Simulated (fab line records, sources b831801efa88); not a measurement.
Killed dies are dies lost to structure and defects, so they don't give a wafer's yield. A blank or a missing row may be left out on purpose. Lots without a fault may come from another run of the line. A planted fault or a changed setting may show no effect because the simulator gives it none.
fab line records | flow sky130
record lots=12 wafers=36 last_day=50
route steps=708 shown VIA3@595 CAP2M@616 METAL4@622 PAD_OPEN@708
lots that met no fault: from a run of the same line without faults
start_h: hours from the record's first day to the start of the lot's first wafer shown | wait_h: hours since the lot's step before | " the same as in the row above | L1.1+2: a row that stands for several wafers | - no value, or no start given | * or withheld: withheld | < > ~ a bound
route shown NAME@n: a module of which the file shows steps, and the number in the route of the first | usual: mean/standard deviation of fault-free wafers | same: alike in all rows | chamber/n: place in a boat | sites: the reading at each site | _std_site: their standard deviation | _edge_site: outer sites' mean less inner sites' | radius_mm: how far each site lies from the wafer's centre | mask NAME#n: copy n | behind: the tool/chamber that last shaped the wafer | hold: why the lot was held/for how many hours/how that ended | device: the transistor (n, p or np) that didn't switch | end of line: the same wafers' tests at the end of the route | a step without rows: its recipe alone | killed: dies lost to structure and defects at the first sort, not the wafer's yield | map: a wafer's dies, x killed, . not, _ none there
set.NAME: the setting as run; set.NAME@STEP: as run at that earlier step | model.NAME: the simulator's own value behind a step, which no gauge read
steps of the route over a sample of lots; a table a step, a row a wafer
services: from which hour (start_h, from the record's first day; less than 0 if before it) a tool's chamber was out of use, for how many hours, and why
## steps
# step SKY_VIA3_RS_MEAS_22
# recipe thk_meas_gauge=four-point-probe reads=W_of_VIA3_CVD_21+TiN_of_VIA3_SPUTTER_20
# usual VIA3_W_RS=0.2944/0.0028
# columns lot.wafer tool chamber start_h wait_h VIA3_W_RS[ohm/sq]
L511.3 film_metro-02 - 928.54 0.1 0.2957
L511.4 " - " " 0.2931
L511.5 " - " " 0.2936
L514.1 film_metro-04 - 948.02 0.1 0.2965
L514.2 " - " " 0.2972
L514.3 " - " " 0.2991
L515.2 film_metro-02 - 989.12 0.1 0.2924
L515.5 " - " " 0.2955
L515.6 " - " " 0.2914
L517.1 film_metro-03 - 989.98 0.1 0.2928
L517.3 " - " " 0.2941
L517.4 " - " " 0.2941
L518.2 film_metro-03 - 992.21 0.1 0.2940
L518.5 " - " " 0.2923
L518.6 " - " " 0.2956
L520.1 film_metro-04 - 994.16 0.1 0.2927
L520.3 " - " " 0.2945
L520.6 " - " " 0.2935
L525.2 film_metro-03 - 1047.72 0.1 0.2976
L525.5 " - " " 0.2937
L525.6 " - " " 0.2933
L528.3 film_metro-03 - 1062.82 0.1 0.2983
L528.4 " - " " 0.2944
L528.5 " - " " 0.2973
L527.1 film_metro-02 - 1064.31 0.1 0.2916
L527.3 " - " " 0.2959
L527.5 " - " " 0.2969
L526.1 film_metro-02 - 1064.96 0.1 0.2959
L526.5 " - " " 0.2980
L526.6 " - " " 0.2976
L529.2 film_metro-02 - 1071.38 0.1 0.2958
L529.3 " - " " 0.2940
L529.4 " - " " 0.2925
L533.1 film_metro-02 - 1099.14 0.1 0.2853
L533.2 " - " " 0.2858
L533.3 " - " " 0.2882
# step SKY_CAP2M_METAL_ETCH_13
# recipe target_depth_nm=220 stop_on=SiO2 chemistry=Cl2/BCl3 target=TiN pressure_mtorr=10 icp_w=909.7 bias_w=48.5 Cl2_flow_sccm=60 bcl3_flow_sccm=30 time_s=62.9
# usual drypump_motor_current_A=5.8/0.37 oes_product_au=0.940/0.0068 throttle_valve_pct=21.903/0.0093
# columns lot.wafer tool chamber start_h wait_h drypump_motor_current_A oes_product_au rf_hours_counter_h throttle_valve_pct
L511.3 rie_metal-03 1 952.42 0.0 6.3 0.946 - 21.893
L511.4 " 0 " " 5.4 0.943 - 21.905
L511.5 " 1 " " 6.3 0.947 - 21.886
L514.1 rie_metal-03 0 973.26 0.0 5.4 0.947 10 21.906
L514.2 " 1 " " 6.3 0.945 5 21.909
L514.3 " 0 " " 5.4 0.944 - 21.904
L515.2 rie_metal-04 0 1014.66 0.0 5.7 0.934 13 21.911
L515.5 " 1 " " 6.0 0.937 - 21.892
L515.6 " 0 " " 5.7 0.930 - 21.904
L517.1 rie_metal-01 0 1015.26 0.0 5.3 0.946 16 21.883
L517.3 " 0 " " 5.3 0.950 - 21.891
L517.4 " 1 " " 5.7 0.947 - 21.897
L518.2 rie_metal-04 0 1017.16 0.0 5.7 0.939 13 21.908
L518.5 " 0 " " 5.7 0.940 - 21.886
L518.6 " 1 " " 6.0 0.931 - 21.903
L520.1 rie_metal-04 0 1018.30 0.0 5.7 0.926 13 21.913
L520.3 " 1 " " 6.0 0.920 - 21.918
L520.6 " 0 " " 5.7 0.926 - 21.914
L525.2 rie_metal-04 0 1070.01 0.0 5.7 0.945 17 21.891
L525.5 " 0 " " 5.7 0.941 - 21.897
L525.6 " 1 " " 6.0 0.942 - 21.911
L528.3 rie_metal-01 0 1084.07 0.0 5.3 0.947 - 21.903
L528.4 " 1 " " 5.7 0.944 - 21.902
L528.5 " 1 " " 5.7 0.933 - 21.892
L527.1 rie_metal-04 1 1085.81 0.0 6.1 0.935 13 21.922
L527.3 " 0 " " 5.7 0.937 - 21.903
L527.5 " 0 " " 5.7 0.944 - 21.911
L526.1 rie_metal-01 0 1086.60 0.0 5.3 0.940 19 21.917
L526.5 " 0 " " 5.3 0.933 - 21.920
L526.6 " 1 " " 5.7 0.933 - 21.908
L529.2 rie_metal-04 1 1092.45 0.0 6.0 0.930 14 21.893
L529.3 " 0 " " 5.7 0.928 - 21.909
L529.4 " 1 " " 6.0 0.929 - 21.903
L533.1 rie_metal-01 0 1119.81 0.0 5.3 0.948 22 21.888
L533.2 " 1 " " 5.7 0.950 12 21.902
L533.3 " 1 " " 5.7 0.950 - 21.889
# step SKY_METAL4_HMDS_06
# recipe prime_time_s=60 prime_temp_c=120
# usual prime_temp_c=120.00/0.15
# columns lot.wafer tool chamber start_h wait_h prime_temp_c
L511.3 litho_track-01 0 964.31 0.1 120.06
L511.4 " 0 " " 120.03
L511.5 " 0 " " 119.97
L514.1 litho_track-03 0 985.71 0.1 120.02
L514.2 " 0 " " 119.93
L514.3 " 0 " " 119.84
L515.2 litho_track-01 0 1025.29 0.1 119.97
L515.5 " 0 " " 119.96
L515.6 " 0 " " 119.96
L517.1 litho_track-02 0 1026.35 0.1 119.94
L517.3 " 0 " " 119.80
L517.4 " 0 " " 119.91
L518.2 litho_track-03 0 1028.44 0.1 119.84
L518.5 " 0 " " 120.06
L518.6 " 0 " " 119.94
L520.1 litho_track-01 0 1029.86 0.1 120.15
L520.3 " 0 " " 120.05
L520.6 " 0 " " 119.77
L525.2 litho_track-01 0 1080.59 0.1 114.49
L525.5 " 0 " " 114.47
L525.6 " 0 " " 114.61
L528.3 litho_track-03 0 1093.91 0.1 119.96
L528.4 " 0 " " 119.90
L528.5 " 0 " " 120.21
L527.1 litho_track-02 0 1096.40 0.1 120.18
L527.3 " 0 " " 119.93
L527.5 " 0 " " 120.01
L526.1 litho_track-01 0 1097.11 0.1 114.75
L526.5 " 0 " " 114.62
L526.6 " 0 " " 114.70
L529.2 litho_track-03 0 1103.04 0.1 119.97
L529.3 " 0 " " 119.92
L529.4 " 0 " " 120.33
L533.1 litho_track-02 0 1129.50 0.1 119.70
L533.2 " 0 " " 119.94
L533.3 " 0 " " 119.98
# step SKY_METAL4_DESCUM_15
# recipe chemistry=O2 source_power_w=150 bias_power_w=0 pressure_mtorr=10 temp_c=40 time_s=8
# usual drypump_motor_current_A=5.5/0.43 oes_product_au=1.001/0.0093
# columns lot.wafer tool chamber start_h wait_h drypump_motor_current_A oes_product_au rf_hours_counter_h
L511.3 rie_metal-01 0 975.73 0.0 5.3 1.021 -
L511.4 " 1 " " 5.7 0.996 -
L511.5 " 1 " " 5.7 0.995 -
L514.1 rie_metal-03 0 997.16 0.0 5.4 1.000 11
L514.2 " 1 " " 6.3 1.008 6
L514.3 " 0 " " 5.4 1.018 -
L515.2 rie_metal-03 0 1037.57 0.0 5.4 1.005 13
L515.5 " 1 " " 6.3 1.018 -
L515.6 " 0 " " 5.4 1.008 -
L517.1 rie_metal-02 1 1038.57 0.0 5.1 0.983 10
L517.3 " 1 " " 5.1 0.992 -
L517.4 " 0 " " 4.9 0.988 -
L518.2 rie_metal-01 0 1040.14 0.0 5.3 1.003 17
L518.5 " 1 " " 5.7 0.989 -
L518.6 " 0 " " 5.3 1.008 -
L520.1 rie_metal-01 0 1040.82 0.0 5.3 1.011 18
L520.3 " 1 " " 5.7 1.005 -
L520.6 " 0 " " 5.3 1.010 -
L525.2 rie_metal-01 0 1091.12 0.0 5.3 1.018 20
L525.5 " 0 " " 5.3 1.006 -
L525.6 " 1 " " 5.7 0.995 -
L528.3 rie_metal-03 1 1104.78 0.0 6.3 1.006 -
L528.4 " 0 " " 5.5 0.999 -
L528.5 " 0 " " 5.4 1.003 -
L527.1 rie_metal-01 0 1107.02 0.0 5.3 1.006 21
L527.3 " 0 " " 5.3 0.996 -
L527.5 " 0 " " 5.3 0.995 -
L526.1 rie_metal-01 1 1107.67 0.0 5.7 0.992 11
L526.5 " 0 " " 5.3 1.002 -
L526.6 " 1 " " 5.7 0.992 -
L529.2 rie_metal-03 0 1112.92 0.0 5.4 1.003 19
L529.3 " 0 " " 5.4 1.008 -
L529.4 " 1 " " 6.3 1.005 -
L533.1 rie_metal-02 1 1139.42 0.0 5.1 1.000 19
L533.2 " 0 " " 4.9 0.993 20
L533.3 " 0 " " 4.9 0.999 -
# step SKY_PAD_OPEN_PROBE_99
# usual defect_limited_yield=82.5/1.9 killed_at_M0_to_M3=44/7.2 killed_at_M4_up=3.0/1.8 killed_at_contacts=24/5.4 killed_at_front_end=14/4.4 killed_at_other=0.4/0.64 killed_dies=86/9.4 killed_open=47/7.7 killed_short=39/5.8 sort_bin_3_pad_short=0.9/0.38 sort_bin_5_function=10.3/1.4 sort_bin_6_memory=6.4/1.2 sort_n_pass=406/9.4 sort_yield_pct=82.5/1.9
# same gross_dies=492 killed_at_back_side=0 sort_bin_4_leakage[%]=0 sort_bin_8_speed[%]=0
# columns lot.wafer tool chamber start_h wait_h defect_limited_yield[%] killed_at_M0_to_M3 killed_at_M4_up killed_at_contacts killed_at_front_end killed_at_other killed_dies killed_open killed_short sort_bin_3_pad_short[%] sort_bin_5_function[%] sort_bin_6_memory[%] sort_n_pass sort_yield_pct[%]
L511.3 prober-01 - 1069.98 0.2 87.6 30 2 20 8 1 61 33 28 0 8.7 3.7 431 87.6
L511.4 prober-01 - 1070.03 0.2 82.3 43 5 19 20 0 87 46 41 0.8 12.0 4.9 405 82.3
L511.5 prober-01 - 1070.08 0.2 85.8 33 3 22 12 0 70 39 31 1.0 8.1 5.1 422 85.8
L514.1 prober-02 - 1089.41 0.1 82.7 42 1 20 21 1 85 41 44 1.2 10.0 6.1 407 82.7
L514.2 prober-02 - 1089.46 0.1 82.3 44 1 31 11 0 87 52 35 1.4 9.8 6.5 405 82.3
L514.3 prober-02 - 1089.51 0.2 77.4 57 2 39 13 0 111 52 59 0.8 13.2 8.5 381 77.4
L515.2 prober-01 - 1125.82 0.1 79.1 50 4 28 18 3 103 65 35 0.8 12.6 7.5 389 79.1
L515.5 prober-01 - 1125.97 0.2 79.7 45 2 30 22 1 100 56 43 1.2 12.6 6.5 392 79.7
L515.6 prober-01 - 1126.02 0.2 82.9 41 5 23 13 2 84 47 37 0 8.9 8.1 408 82.9
L517.1 prober-02 - 1127.73 0.1 81.1 46 3 27 17 0 93 58 35 1.0 11.0 6.9 399 81.1
L517.3 prober-02 - 1127.83 0.2 84.6 31 2 28 13 2 76 45 29 0.4 9.3 5.7 416 84.6
L517.4 prober-02 - 1127.88 0.2 79.9 56 1 22 19 1 99 61 37 1.0 11.2 7.9 393 79.9
L518.2 prober-02 - 1130.25 0.1 82.5 47 3 24 11 1 86 51 35 0.6 10.8 6.1 406 82.5
L518.5 prober-02 - 1130.40 0.2 81.5 41 7 29 14 0 91 50 41 1.0 9.6 7.9 401 81.5
L518.6 prober-02 - 1130.45 0.2 82.7 40 3 28 14 0 85 53 32 1.2 8.7 7.3 407 82.7
L520.1 prober-01 - 1130.61 0.1 85.2 45 2 17 9 0 73 42 31 0.8 8.5 5.5 419 85.2
L520.3 prober-01 - 1130.71 0.2 82.7 47 3 25 10 0 85 43 42 0.8 8.3 8.1 407 82.7
L520.6 prober-01 - 1130.86 0.2 80.1 59 0 26 13 0 98 59 39 0.4 12.0 7.5 394 80.1
L525.2 prober-01 - 1172.22 0.1 84.3 40 3 25 9 0 77 40 37 0.2 9.6 5.9 415 84.3
L525.5 prober-01 - 1172.37 0.2 84.6 39 0 22 15 0 76 46 30 0.6 8.3 6.5 416 84.6
L525.6 prober-01 - 1172.42 0.2 81.7 52 3 24 11 0 90 42 48 0.6 11.8 5.9 402 81.7
L528.3 prober-02 - 1185.34 0.2 81.7 46 5 25 14 0 90 50 40 0.8 9.1 8.3 402 81.7
L528.4 prober-02 - 1185.39 0.2 81.3 41 5 26 19 1 92 48 44 0.6 12.8 5.3 400 81.3
L528.5 prober-02 - 1185.44 0.2 82.3 35 4 35 13 0 87 45 42 0.6 11.8 5.3 405 82.3
L527.1 prober-01 - 1186.72 0.1 81.5 52 2 26 11 0 91 52 39 0.8 8.9 8.7 401 81.5
L527.3 prober-01 - 1186.82 0.2 82.9 45 2 19 18 0 84 55 28 0.6 10.6 5.9 408 82.9
L527.5 prober-01 - 1186.92 0.2 81.9 40 1 28 19 1 89 36 51 1.2 10.2 6.7 403 81.9
L526.1 prober-02 - 1187.37 0.1 82.5 36 2 26 21 1 86 46 40 0.6 11.8 5.1 406 82.5
L526.5 prober-02 - 1187.57 0.2 82.5 51 3 18 14 0 86 51 35 1.4 9.6 6.5 406 82.5
L526.6 prober-02 - 1187.62 0.2 80.3 63 3 22 9 0 97 55 42 0.4 9.8 9.6 395 80.3
L529.2 prober-01 - 1191.38 0.1 81.1 53 5 18 17 0 93 43 50 1.6 10.0 7.3 399 81.1
L529.3 prober-01 - 1191.43 0.2 84.3 40 3 18 15 1 77 42 35 0.6 8.9 6.1 415 84.3
L529.4 prober-01 - 1191.48 0.2 84.3 45 4 14 14 0 77 41 36 0.6 7.5 7.5 415 84.3
L533.1 prober-01 - 1210.79 0.1 79.1 49 2 36 16 0 103 60 43 1.0 11.4 8.5 389 79.1
L533.2 prober-01 - 1210.84 0.1 85.2 44 0 22 7 0 73 41 32 0.6 8.3 5.9 419 85.2
L533.3 prober-01 - 1210.89 0.2 81.1 52 5 22 14 0 93 47 46 1.2 11.6 6.1 399 81.1
# killed by level:class
L511.3 LI_CONTACT:geometric_particle:open=8 VIA1:geometric_particle:open=8 CONTACT:geometric_particle:open=5 VIA3:geometric_particle:open=4 METAL2:geometric_particle:short=4 LI_CONTACT:geometric_particle:short=3 VIA2:geometric_particle:open=3 CONTACT:geometric_particle:short=3
L511.4 VIA1:geometric_particle:open=8 METAL2:geometric_particle:short=8 CONTACT:geometric_particle:open=7 FIELD_ISO:geometric_particle:open=6 METAL1:geometric_particle:short=6 POLY_GATE:geometric_particle:short=5 CONTACT:geometric_particle:short=5 VIA2:geometric_particle:open=5
L511.5 VIA1:geometric_particle:open=11 CONTACT:geometric_particle:open=8 METAL1:geometric_particle:short=7 POLY_GATE:geometric_particle:short=6 LI_CONTACT:geometric_particle:open=6 CONTACT:geometric_particle:short=5 POLY_GATE:geometric_particle:open=4 VIA3:geometric_particle:open=4
L514.1 VIA1:geometric_particle:open=12 FIELD_ISO:geometric_particle:short=9 LI_CONTACT:geometric_particle:open=7 METAL1:geometric_particle:short=7 METAL2:geometric_particle:short=5 VIA2:geometric_particle:open=5 FIELD_ISO:geometric_particle:open=4 POLY_GATE:geometric_particle:short=4
L514.2 VIA3:geometric_particle:open=10 LI_CONTACT:geometric_particle:open=9 CONTACT:geometric_particle:open=9 VIA2:geometric_particle:open=8 VIA1:geometric_particle:open=7 METAL1:geometric_particle:short=6 CONTACT:geometric_particle:short=6 LI_CONTACT:geometric_particle:short=4
L514.3 VIA1:geometric_particle:open=15 LI_CONTACT:geometric_particle:open=12 METAL2:geometric_particle:short=11 CONTACT:geometric_particle:open=9 CONTACT:geometric_particle:short=7 METAL3:geometric_particle:short=6 METAL1:geometric_particle:short=6 LOCAL_INTERCONNECT:geometric_particle:short=5
L515.2 LI_CONTACT:geometric_particle:open=13 VIA1:geometric_particle:open=11 VIA3:geometric_particle:open=10 METAL2:geometric_particle:short=7 POLY_GATE:geometric_particle:open=6 CONTACT:geometric_particle:short=6 CONTACT:geometric_particle:open=6 VIA2:geometric_particle:open=5
L515.5 VIA1:geometric_particle:open=12 CONTACT:geometric_particle:open=11 CONTACT:geometric_particle:short=7 VIA2:geometric_particle:open=7 VIA3:geometric_particle:open=7 FIELD_ISO:geometric_particle:short=6 POLY_GATE:geometric_particle:short=6 LI_CONTACT:geometric_particle:open=6
L515.6 CONTACT:geometric_particle:open=11 LI_CONTACT:geometric_particle:open=8 VIA1:geometric_particle:open=7 VIA2:geometric_particle:open=7 METAL1:geometric_particle:short=6 VIA3:geometric_particle:open=6 METAL2:geometric_particle:short=5 VIA2:geometric_particle:short=5
L517.1 CONTACT:geometric_particle:open=14 VIA1:geometric_particle:open=13 VIA3:geometric_particle:open=7 VIA2:geometric_particle:open=7 FIELD_ISO:geometric_particle:short=6 LI_CONTACT:geometric_particle:open=6 METAL2:geometric_particle:short=6 CONTACT:geometric_particle:short=4
L517.3 CONTACT:geometric_particle:open=10 LI_CONTACT:geometric_particle:open=9 VIA1:geometric_particle:open=6 VIA2:geometric_particle:open=6 CONTACT:geometric_particle:short=5 VIA1:geometric_particle:short=5 VIA2:geometric_particle:short=5 POLY_GATE:geometric_particle:short=4
L517.4 VIA1:geometric_particle:open=16 CONTACT:geometric_particle:open=8 VIA2:geometric_particle:open=8 POLY_GATE:geometric_particle:open=6 METAL1:geometric_particle:short=6 FIELD_ISO:geometric_particle:open=5 LI_CONTACT:geometric_particle:open=5 CONTACT:geometric_particle:short=5
L518.2 VIA1:geometric_particle:open=17 CONTACT:geometric_particle:open=13 METAL1:geometric_particle:short=6 VIA3:geometric_particle:open=6 LOCAL_INTERCONNECT:geometric_particle:short=4 METAL3:geometric_particle:short=4 FIELD_ISO:geometric_particle:open=3 CONTACT:geometric_particle:short=3
L518.5 CONTACT:geometric_particle:open=12 VIA1:geometric_particle:open=12 VIA1:geometric_particle:short=7 LOCAL_INTERCONNECT:geometric_particle:short=7 METAL1:geometric_particle:short=5 VIA3:geometric_particle:open=5 FIELD_ISO:geometric_particle:open=4 POLY_GATE:geometric_particle:short=4
L518.6 CONTACT:geometric_particle:open=18 VIA1:geometric_particle:open=7 METAL1:geometric_particle:short=7 VIA2:geometric_particle:open=6 VIA3:geometric_particle:open=6 FIELD_ISO:geometric_particle:open=5 METAL2:geometric_particle:short=4 VIA3:geometric_particle:short=4
L520.1 VIA1:geometric_particle:open=9 VIA3:geometric_particle:open=7 METAL2:geometric_particle:short=6 LI_CONTACT:geometric_particle:open=5 CONTACT:geometric_particle:open=5 VIA2:geometric_particle:open=5 LI_CONTACT:geometric_particle:short=4 FIELD_ISO:geometric_particle:open=4
L520.3 LI_CONTACT:geometric_particle:open=9 VIA1:geometric_particle:open=9 METAL2:geometric_particle:short=8 VIA2:geometric_particle:open=8 METAL3:geometric_particle:short=7 VIA3:geometric_particle:short=4 LI_CONTACT:geometric_particle:short=4 CONTACT:geometric_particle:open=4
L520.6 VIA1:geometric_particle:open=15 LI_CONTACT:geometric_particle:open=9 VIA2:geometric_particle:open=8 CONTACT:geometric_particle:open=7 VIA2:geometric_particle:short=7 VIA1:geometric_particle:short=5 VIA3:geometric_particle:open=5 METAL2:geometric_particle:short=4
L525.2 VIA1:geometric_particle:open=9 LI_CONTACT:geometric_particle:open=9 METAL2:geometric_particle:short=7 CONTACT:geometric_particle:open=7 VIA1:geometric_particle:short=5 LOCAL_INTERCONNECT:geometric_particle:short=4 VIA2:geometric_particle:open=4 METAL3:geometric_particle:short=4
L525.5 CONTACT:geometric_particle:open=11 METAL1:geometric_particle:short=8 VIA2:geometric_particle:open=7 VIA1:geometric_particle:open=7 VIA3:geometric_particle:open=5 FIELD_ISO:geometric_particle:short=4 LI_CONTACT:geometric_particle:open=4 CONTACT:geometric_particle:short=4
L525.6 METAL2:geometric_particle:short=10 CONTACT:geometric_particle:open=9 VIA3:geometric_particle:open=7 CONTACT:geometric_particle:short=7 METAL1:geometric_particle:short=6 VIA1:geometric_particle:short=6 VIA1:geometric_particle:open=6 VIA2:geometric_particle:open=6
L528.3 LI_CONTACT:geometric_particle:open=13 VIA2:geometric_particle:open=8 VIA1:geometric_particle:open=8 CONTACT:geometric_particle:open=6 POLY_GATE:geometric_particle:open=5 METAL1:geometric_particle:short=5 METAL2:geometric_particle:short=5 VIA3:geometric_particle:short=5
L528.4 VIA2:geometric_particle:open=8 LI_CONTACT:geometric_particle:open=8 VIA3:geometric_particle:open=8 POLY_GATE:geometric_particle:short=7 CONTACT:geometric_particle:open=6 VIA1:geometric_particle:open=6 METAL1:geometric_particle:short=5 METAL4:geometric_particle:short=5
L528.5 CONTACT:geometric_particle:open=16 VIA1:geometric_particle:open=12 LI_CONTACT:geometric_particle:open=8 FIELD_ISO:geometric_particle:short=7 METAL2:geometric_particle:short=7 LI_CONTACT:geometric_particle:short=5 LOCAL_INTERCONNECT:geometric_particle:short=5 VIA1:geometric_particle:short=4
L527.1 VIA1:geometric_particle:open=14 METAL2:geometric_particle:short=8 VIA3:geometric_particle:open=8 LI_CONTACT:geometric_particle:open=7 FIELD_ISO:geometric_particle:open=6 LOCAL_INTERCONNECT:geometric_particle:short=6 CONTACT:geometric_particle:open=6 METAL1:geometric_particle:short=6
L527.3 VIA2:geometric_particle:open=11 VIA1:geometric_particle:open=10 LI_CONTACT:geometric_particle:open=8 POLY_GATE:geometric_particle:short=5 CONTACT:geometric_particle:open=5 FIELD_ISO:geometric_particle:open=4 POLY_GATE:geometric_particle:open=4 METAL1:geometric_particle:short=4
L527.5 VIA1:geometric_particle:open=12 CONTACT:geometric_particle:short=9 CONTACT:geometric_particle:open=9 FIELD_ISO:geometric_particle:short=5 POLY_GATE:geometric_particle:short=5 VIA1:geometric_particle:short=5 LOCAL_INTERCONNECT:geometric_particle:short=4 METAL1:geometric_particle:short=4
L526.1 CONTACT:geometric_particle:open=17 VIA1:geometric_particle:open=8 POLY_GATE:geometric_particle:short=6 VIA3:geometric_particle:open=6 FIELD_ISO:geometric_particle:short=5 VIA2:geometric_particle:open=5 FIELD_ISO:geometric_particle:open=4 VIA1:geometric_particle:short=4
L526.5 VIA1:geometric_particle:open=11 FIELD_ISO:geometric_particle:open=8 VIA3:geometric_particle:open=8 METAL2:geometric_particle:short=7 CONTACT:geometric_particle:open=6 METAL1:geometric_particle:short=6 VIA1:geometric_particle:short=6 LI_CONTACT:geometric_particle:open=5
L526.6 VIA1:geometric_particle:open=16 CONTACT:geometric_particle:open=9 VIA2:geometric_particle:open=9 METAL1:geometric_particle:short=8 VIA3:geometric_particle:open=6 VIA3:geometric_particle:short=6 FIELD_ISO:geometric_particle:open=5 METAL2:geometric_particle:short=5
L529.2 VIA1:geometric_particle:open=9 METAL2:geometric_particle:short=7 VIA1:geometric_particle:short=7 CONTACT:geometric_particle:open=7 FIELD_ISO:geometric_particle:short=6 VIA3:geometric_particle:open=6 METAL1:geometric_particle:short=5 METAL3:geometric_particle:short=5
L529.3 VIA2:geometric_particle:open=10 CONTACT:geometric_particle:open=7 VIA1:geometric_particle:open=7 LI_CONTACT:geometric_particle:open=6 FIELD_ISO:geometric_particle:short=5 POLY_GATE:geometric_particle:short=5 VIA1:geometric_particle:short=5 METAL1:geometric_particle:short=4
L529.4 VIA1:geometric_particle:open=9 CONTACT:geometric_particle:open=8 VIA1:geometric_particle:short=6 VIA2:geometric_particle:open=6 POLY_GATE:geometric_particle:open=5 METAL1:geometric_particle:short=5 LOCAL_INTERCONNECT:geometric_particle:short=4 METAL2:geometric_particle:short=4
L533.1 CONTACT:geometric_particle:open=12 VIA1:geometric_particle:open=12 VIA3:geometric_particle:open=10 VIA1:geometric_particle:short=9 FIELD_ISO:geometric_particle:open=7 LI_CONTACT:geometric_particle:open=7 LI_CONTACT:geometric_particle:short=6 METAL2:geometric_particle:short=6
L533.2 CONTACT:geometric_particle:open=9 VIA1:geometric_particle:open=9 LI_CONTACT:geometric_particle:open=6 METAL1:geometric_particle:short=6 VIA1:geometric_particle:short=6 CONTACT:geometric_particle:short=5 VIA2:geometric_particle:open=5 VIA3:geometric_particle:open=5
L533.3 VIA1:geometric_particle:open=15 VIA2:geometric_particle:open=8 CONTACT:geometric_particle:short=7 VIA3:geometric_particle:open=7 LOCAL_INTERCONNECT:geometric_particle:short=5 CONTACT:geometric_particle:open=5 METAL3:geometric_particle:short=5 FIELD_ISO:geometric_particle:short=4
## services
# columns tool chamber start_h hours kind
rie_metal-01 - 934.53 28.1 pm
rie_metal-04 - 967.80 1.4 repair
rie_metal-01 - 993.61 0.2 repair
rie_metal-02 - 994.45 1.2 repair
rie_metal-02 1 998.34 22.1 repair
rie_metal-01 - 1003.69 1.4 pm
rie_metal-02 0 1015.91 9.0 repair
rie_metal-03 - 1038.25 0.4 repair
rie_metal-01 - 1062.38 15.6 pm
rie_metal-02 - 1071.55 0.4 repair
rie_metal-02 1 1115.28 3.5 repair
rie_metal-04 - 1137.39 0.4 repair
## key
first_sign step=SKY_METAL4_HMDS_06 reading=prime_temp_c direction=down sigmas=35 usual=* struck=*
effect none on later readings
met_at SKY_METAL4_HMDS_06
struck_lots L525,L526
not_acting_at SKY_VIA3_RS_MEAS_22,SKY_CAP2M_METAL_ETCH_13,SKY_METAL4_DESCUM_15
onset_between 1029.86 1080.59
fault kind=process_parameter_drift tool=litho_track-01 chamber=- onset_h=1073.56 steps=SKY_METAL4_HMDS_06 channel=prime_temp_c offset=* shape=step end_h=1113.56 acts_in=* stated=*
